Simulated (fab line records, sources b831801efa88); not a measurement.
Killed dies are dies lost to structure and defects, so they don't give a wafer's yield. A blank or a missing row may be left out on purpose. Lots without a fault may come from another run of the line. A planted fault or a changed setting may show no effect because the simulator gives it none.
One fault seen from 2 desks | flow sky130 | each desk has only its own numbers; what lay behind them comes last

THE METROLOGY DESK
What the gauges read, lot by lot, whatever tool the lot ran on: means of the sampled wafers that have a number. A lot is out of limits, marked OUT, if its mean lies more than 4 standard deviations from the usual mean; the brackets give that distance.
Columns: A = VIA4_OVL at SKY_VIA4_OVL_MEAS_11, usual 0.8 nm; B = VIA4_W_RS at SKY_VIA4_RS_MEAS_19, usual 0.2270 ohm/sq; C = VIA4_W_THK at SKY_VIA4_THK_MEAS_20, usual 518 nm
lot  | first seen here | A   | B      | C
L203 | day 43 04:37    | 2.0 | 0.2268 | 523
L211 | day 45 15:16    | 1.4 | 0.2264 | 518
L215 | day 46 22:18    | 1.1 | 0.2282 | 515
L214 | day 46 22:50    | 1.8 | 0.2283 | 514
L221 | day 47 22:58    | 1.7 | 0.2263 | 517
This desk's finding: nothing out of limits on any of the 5 lots.

THE TOOL OWNER'S DESK: pvd_sputter-02
The tool's own readings at SKY_METAL5_SPUTTER_01 (material TiN, target thk 20 nm, time 16.7 s): means of the sampled wafers that have a number, for each lot that ran on this tool. A lot is out of limits, marked OUT, if its mean lies more than 4 standard deviations from the usual mean; the brackets give that distance.
Columns: A = throttle_valve_pct at SKY_METAL5_SPUTTER_01, usual 30.3 %
lot  | first seen here | A
L211 | day 45 16:40    | 30.4
L214 | day 47 02:03    | 29.8
This desk's finding: nothing out of limits on any of the 2 lots.

PUT TOGETHER
The metrology desk saw nothing out of limits.
The tool owner's desk saw nothing out of limits.

WHAT THE SIMULATOR HAD PUT IN
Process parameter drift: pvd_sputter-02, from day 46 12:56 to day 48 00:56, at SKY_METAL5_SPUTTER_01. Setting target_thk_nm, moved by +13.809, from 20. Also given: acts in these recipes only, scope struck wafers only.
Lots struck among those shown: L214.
